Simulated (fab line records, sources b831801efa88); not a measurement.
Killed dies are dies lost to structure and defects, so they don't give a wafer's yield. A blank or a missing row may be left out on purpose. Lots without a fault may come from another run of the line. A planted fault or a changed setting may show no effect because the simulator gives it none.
fab line records | flow sky130
record lots=5 wafers=15 last_day=50
route steps=708 shown RES_XHIGH@341 SD_N@342
lots that met no fault: from a run of the same line without faults
start_h: hours from the record's first day to the start of the lot's first wafer shown | wait_h: hours since the lot's step before | " the same as in the row above | L1.1+2: a row that stands for several wafers | - no value, or no start given | * or withheld: withheld | < > ~ a bound
route shown NAME@n: a module of which the file shows steps, and the number in the route of the first | usual: mean/standard deviation of fault-free wafers | same: alike in all rows | chamber/n: place in a boat | sites: the reading at each site | _std_site: their standard deviation | _edge_site: outer sites' mean less inner sites' | radius_mm: how far each site lies from the wafer's centre | mask NAME#n: copy n | behind: the tool/chamber that last shaped the wafer | hold: why the lot was held/for how many hours/how that ended | device: the transistor (n, p or np) that didn't switch | end of line: the same wafers' tests at the end of the route | a step without rows: its recipe alone | killed: dies lost to structure and defects at the first sort, not the wafer's yield | map: a wafer's dies, x killed, . not, _ none there
set.NAME: the setting as run; set.NAME@STEP: as run at that earlier step | model.NAME: the simulator's own value behind a step, which no gauge read
lots at some steps of the route; a table a step, a row a wafer
services: from which hour (start_h, from the record's first day; less than 0 if before it) a tool's chamber was out of use, for how many hours, and why
## steps
# step SKY_RES_XHIGH_TW_MEAS_09
# usual RES_XHIGH_TW=1638/14
# columns lot.wafer tool chamber start_h wait_h RES_XHIGH_TW
L551.3 film_metro-02 - 626.43 0.1 1657
L551.4 " - " " 1662
L551.6 " - " " 1661
L555.4 film_metro-02 - 662.59 0.1 1644
L555.5 " - " " 1650
L555.6 " - " " 1653
L564.1 film_metro-04 - 737.51 0.1 1645
L564.2 " - " " 1651
L564.6 " - " " 1646
L571.1 film_metro-01 - 787.16 0.1 1628
L571.2 " - " " 1622
L571.6 " - " " 1622
L572.1 film_metro-01 - 794.47 0.1 1603
L572.3 " - " " 1608
L572.6 " - " " 1612
# step SKY_SD_N_DEHYDRATE_00
# recipe temp_c=200 time_s=60
# step SKY_SD_N_HMDS_01
# recipe prime_time_s=60 prime_temp_c=120
# step SKY_SD_N_COAT_02
# recipe resist=NOVOLAK spin_rpm=3000 resist_thk_nm=1140
# step SKY_SD_N_SOFTBAKE_03
# recipe temp_c=90 time_s=60 resist=NOVOLAK
# step SKY_SD_N_EXPOSE_04
# recipe mask_id=NSDM na=0.6 source_shape=conventional sigma_outer=0.6 polarization=unpolarized target_cd_nm=380 dose_mj=141
# step SKY_SD_N_PEB_05
# recipe temp_c=withheld time_s=* resist=NOVOLAK
# step SKY_SD_N_DEVELOP_06
# recipe resist=NOVOLAK developer=TMAH develop_time_s=60 dev_temp_c=23
# step SKY_SD_N_CD_MEAS_07
# recipe target_cd_nm=380
# usual cd_nm=380/3
# columns lot.wafer tool chamber start_h wait_h cd_nm
L551.3 cd_sem-01 - 654.67 0.1 388
L551.4 " - " " 389
L551.6 " - " " 388
L555.4 cd_sem-02 - 690.74 0.1 374
L555.5 " - " " 375
L555.6 " - " " 375
L564.1 cd_sem-02 - 764.21 0.1 380
L564.2 " - " " 376
L564.6 " - " " 382
L571.1 cd_sem-02 - 813.81 0.1 378
L571.2 " - " " 377
L571.6 " - " " 381
L572.1 cd_sem-02 - 820.59 0.1 379
L572.3 " - " " 380
L572.6 " - " " 378
# step SKY_SD_N_OVL_MEAS_08
# usual SD_N_OVL=0.1/1.5
# columns lot.wafer tool chamber start_h wait_h SD_N_OVL[nm]
L551.3 overlay-01 - 654.77 0.1 -0.3
L551.4 " - " " 0.5
L551.6 " - " " -1.1
L555.4 overlay-02 - 690.82 0.1 1.8
L555.5 " - " " 2.6
L555.6 " - " " 3.3
L564.1 overlay-01 - 764.33 0.1 -0.1
L564.2 " - " " -1.5
L564.6 " - " " 0.6
L571.1 overlay-02 - 813.93 0.1 0.0
L571.2 " - " " 0.7
L571.6 " - " " -0.3
L572.1 overlay-01 - 820.71 0.1 0.9
L572.3 " - " " -0.4
L572.6 " - " " 2.8
# step SKY_SD_N_IMPLANT_09
# recipe species=As energy_kev=50 dose_cm2=4e+15 tilt_deg=0
# step SKY_SD_N_IMPLANT_10
# recipe species=P energy_kev=20 dose_cm2=1e+14 tilt_deg=0
# step SKY_SD_N_STRIP_11
# recipe chemistry=O2/N2 power_w=1400 pressure_mtorr=1500 platen_temp_c=withheld o2_flow_sccm=3000 n2_flow_sccm=300 overash_fraction=0.5
# usual drypump_motor_current_A=5.8/0.4 oes_product_au=0.527/0.0048 strip_time_to_endpoint_s=22.54/0.033
# columns lot.wafer tool chamber start_h wait_h drypump_motor_current_A oes_product_au rf_hours_counter_h strip_time_to_endpoint_s model.NOVOLAK_of_SD_N_COAT_02.thk_nm
L551.3 plasma_asher-03 0 655.12 0.1 5.4 0.529 - 22.49 0
L551.4 " 1 " " 6.2 0.524 - 22.52 0
L551.6 " 0 " " 5.4 0.526 - 22.52 0
L555.4 plasma_asher-01 1 691.17 0.1 5.1 0.526 - 22.50 0
L555.5 " 0 " " 6.2 0.522 - 22.53 0
L555.6 " 1 " " 5.1 0.523 - 22.48 0
L564.1 plasma_asher-01 0 764.66 0.1 6.2 0.325 68 - 819.4
L564.2 " 1 " " 5.1 0.314 68 - 818.3
L564.6 " 1 " " 5.1 0.324 - - 816.7
L571.1 plasma_asher-03 0 814.26 0.1 5.4 0.532 6 22.60 0
L571.2 " 1 " " 6.1 0.533 6 22.61 0
L571.6 " 1 " " 6.1 0.531 - 22.57 0
L572.1 plasma_asher-02 0 821.04 0.1 5.6 0.527 98 22.55 0
L572.3 " 1 " " 6.2 0.533 - 22.53 0
L572.6 " 1 " " 6.2 0.525 - 22.52 0
# step SKY_SD_N_TW_MEAS_12
# usual SD_N_TW=3975/32
# columns lot.wafer tool chamber start_h wait_h SD_N_TW
L551.3 film_metro-04 - 655.21 0.1 4024
L551.4 " - " " 4006
L551.6 " - " " 4025
L555.4 film_metro-01 - 691.27 0.1 3931
L555.5 " - " " 3948
L555.6 " - " " 3927
L564.1 film_metro-02 - 764.76 0.1 3957
L564.2 " - " " 3946
L564.6 " - " " 3969
L571.1 film_metro-04 - 814.36 0.1 4013
L571.2 " - " " 4005
L571.6 " - " " 4016
L572.1 film_metro-04 - 821.14 0.1 4020
L572.3 " - " " 4025
L572.6 " - " " 4005
## services
# columns tool chamber start_h hours kind
plasma_asher-02 - 680.31 1.0 repair
plasma_asher-02 - 693.58 2.8 pm
plasma_asher-03 - 733.75 9.0 pm
plasma_asher-03 0 733.75 9.0 vent_cycle
plasma_asher-03 1 733.75 9.0 vent_cycle
plasma_asher-03 0 742.75 - clean
plasma_asher-03 1 742.75 - clean
plasma_asher-03 - 789.10 14.6 pm
plasma_asher-01 - 806.90 3.8 repair
## key
first_sign step=SKY_SD_N_STRIP_11 reading=oes_product_au direction=down sigmas=43 usual=0.527 struck=0.321
effect none on later readings
model_effect step=SKY_SD_N_STRIP_11 value=NOVOLAK_of_SD_N_COAT_02.thk_nm without=0 struck=818.1
met_at SKY_SD_N_STRIP_11
struck_wafers L564.1,L564.2,L564.6
later_rows_left_out L564.1,L564.2,L564.6
sort_left_out L564.1,L564.2,L564.6
tester_left_out L564
onset_between 691.17 764.66
fault kind=strip_aborted tool=plasma_asher-01 chamber=- onset_h=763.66 steps=SKY_SD_N_STRIP_11 offset=0.69956 end_h=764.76
# tester_left_out: of these lots the tester's yield and bins aren't shown, on N5 and GAA mostly nor the transistor test; their killed dies are dies lost to structure and defects alone, not to doping, threshold or leakage, so they don't give the yield
# sort_left_out: the simulated sort isn't trusted on such a fault, so these wafers' sort isn't shown, and their yield isn't known
# later_rows_left_out: the simulator's readings of these wafers behind a module that went badly wrong aren't trusted and aren't shown, but for the sort
